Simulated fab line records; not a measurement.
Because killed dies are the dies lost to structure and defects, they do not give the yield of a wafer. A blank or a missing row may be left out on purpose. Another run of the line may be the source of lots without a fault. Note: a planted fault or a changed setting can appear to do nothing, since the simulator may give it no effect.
Which tool did it?    flow sky130    11 lots, 33 wafers sampled, at 4 steps of a route of 708

WHAT EACH GAUGE READ, for each wafer
SKY_LOCAL_INTERCONNECT_THK_MEAS_02: measures by xrf. Usual: LOCAL_INTERCONNECT_TIN_THK gives 99.5 nm (standard deviation 1.2).
lot   measured      on            LOCAL_INTERCONNECT_TIN_THK (nm)  flag
L814  day 30 00:25  filmMetro-04  100.8 100.7 101.0                
L813  day 30 04:01  filmMetro-03  98.1 99.1 100.7                  
L816  day 30 09:05  filmMetro-04  99.7 100.3 98.2                  
L817  day 31 00:09  filmMetro-03  99.0 99.6 101.2                  
L821  day 32 12:58  filmMetro-03  99.5 99.3 98.8                   
L823  day 33 07:36  filmMetro-04  98.7 98.0 97.0                   
L831  day 35 21:13  filmMetro-01  101.7 99.8 99.0                  
L833  day 35 21:55  filmMetro-03  99.6 100.6 99.3                  
L832  day 36 07:52  filmMetro-01  99.6 100.2 99.7                  
L834  day 36 13:52  filmMetro-04  102.0 99.6 101.1                 
L835  day 36 17:44  filmMetro-03  97.8 99.6 97.4                   

SKY_CONTACT_BOW_MEAS_05. Usual: CONTACT_BOW gives 80 um (standard deviation 6.8).
lot   measured      on            CONTACT_BOW (um)  flag
L814  day 31 05:13  filmMetro-04  74 61 77          
L813  day 31 08:27  filmMetro-02  85 79 95          
L816  day 31 13:28  filmMetro-04  83 91 78          
L817  day 32 05:01  filmMetro-03  90 88 81          
L821  day 33 17:44  filmMetro-04  72 78 73          
L823  day 34 11:12  filmMetro-02  99 83 81          
L831  day 37 00:43  filmMetro-04  73 80 72          
L833  day 37 01:31  filmMetro-02  79 77 74          
L832  day 37 11:58  filmMetro-02  85 95 74          
L834  day 37 17:35  filmMetro-02  81 79 93          
L835  day 37 21:22  filmMetro-03  79 76 75          

TOOL THAT RAN EACH LOT (tool first, then ch and the chambers of the sampled wafers, then the start)
lot   SKY_LOCAL_INTERCONNECT_ETCH_13    SKY_CONTACT_CMP_04
L814  rieMetal-03 ch 0,1, day 31 03:59  cmp-01 ch 1,2,3, day 31 04:55
L813  rieMetal-03 ch 0, day 31 07:05    cmp-01 ch 0,1,2, day 31 08:15
L816  rieMetal-02 ch 0,1, day 31 12:14  cmp-02 ch 0,1,3, day 31 13:13
L817  rieMetal-02 ch 0,1, day 32 03:47  cmp-01 ch 1,2,3, day 32 04:46
L821  rieMetal-02 ch 0,1, day 33 16:26  cmp-02 ch 1,2, day 33 17:25
L823  rieMetal-02 ch 0,1, day 34 09:57  cmp-01 ch 0,1,2, day 34 11:01
L831  rieMetal-01 ch 0,1, day 36 23:29  cmp-01 ch 0,1,3, day 37 00:31
L833  rieMetal-03 ch 0, day 37 00:11    cmp-01 ch 1,3, day 37 01:16
L832  rieMetal-02 ch 0,1, day 37 10:44  cmp-02 ch 1,2, day 37 11:40
L834  rieMetal-03 ch 0, day 37 16:12    cmp-02 ch 0,1,2, day 37 17:22
L835  rieMetal-03 ch 0, day 37 20:00    cmp-01 ch 0,1,3, day 37 21:02
- SKY_LOCAL_INTERCONNECT_ETCH_13: etches BARC in N2/H2, stops on SiO2, time 45.9 s, target depth 60 nm.
- SKY_CONTACT_CMP_04: polishes SiO2.

AS READ BY THE TOOLS THEMSELVES (means over the sampled wafers that have a number; for cases with no such wafer, the mark the record gives instead)
SKY_LOCAL_INTERCONNECT_ETCH_13. Usual: drypumpMotorCurrentA 5.8 A, standard deviation 0.73; oesProductAu 0.856 a.u., standard deviation 0.0043; throttleValvePct 13.225 %, standard deviation 0.0086.
lot   tool         drypumpMotorCurrentA (A)  oesProductAu (a.u.)  throttleValvePct (%)  flag
L814  rieMetal-03  5.9                       0.852                13.219                
L813  rieMetal-03  6.8                       0.854                13.228                
L816  rieMetal-02  5.3                       0.860                13.220                
L817  rieMetal-02  5.3                       0.853                13.219                
L821  rieMetal-02  5.5                       0.858                13.218                
L823  rieMetal-02  5.3                       0.857                13.234                
L831  rieMetal-01  5.6                       0.858                13.217                
L833  rieMetal-03  6.8                       0.856                13.232                
L832  rieMetal-02  5.5                       0.855                13.223                
L834  rieMetal-03  6.8                       0.857                13.231                
L835  rieMetal-03  6.8                       0.855                13.229                

SKY_CONTACT_CMP_04. Usual: headPressurePsi 4.000 psi, standard deviation 0.009; motorCurrentA 11.7 A, standard deviation 1.1; timeToEndpointS 82 s, standard deviation 4.6.
lot   tool    headPressurePsi (psi)  motorCurrentA (A)  timeToEndpointS (s)  flag
L814  cmp-01  4.007                  11.4               83                   
L813  cmp-01  4.003                  12.4               84                   
L816  cmp-02  4.002                  12.1               77                   
L817  cmp-01  4.001                  11.4               82                   
L821  cmp-02  3.994                  10.7               86                   
L823  cmp-01  3.187                  10.6               93                   OFF
L831  cmp-01  3.994                  11.5               77                   
L833  cmp-01  3.993                  11.7               84                   
L832  cmp-02  4.004                  10.6               85                   
L834  cmp-02  4.001                  11.0               83                   
L835  cmp-01  4.010                  11.8               85                   

THE ANSWER, worked out from the rows above alone
Rule: take the mean of a lot's wafers that have a number; if it is more than 3 standard deviations from the usual mean, the lot is off. Also off: a lot with no number at a reading for which 4 or more lots have one. Where the step has rows for the other lots, those lots are counted as sound. The gauges are gone through in route order, then the tools' own readings, and for those a lot's mean is taken as printed above. At the first step where some lot is off, the reading lying furthest off is the one used; lots without a number count as furthest.
Off: L823 (SKY_CONTACT_CMP_04, headPressurePsi).
A tool fits if, at that step or a process step before it, it ran every lot that is off, and no sound lot after the first of them. Of those tried, none fits.

WHAT THE SIMULATOR HAD PUT IN
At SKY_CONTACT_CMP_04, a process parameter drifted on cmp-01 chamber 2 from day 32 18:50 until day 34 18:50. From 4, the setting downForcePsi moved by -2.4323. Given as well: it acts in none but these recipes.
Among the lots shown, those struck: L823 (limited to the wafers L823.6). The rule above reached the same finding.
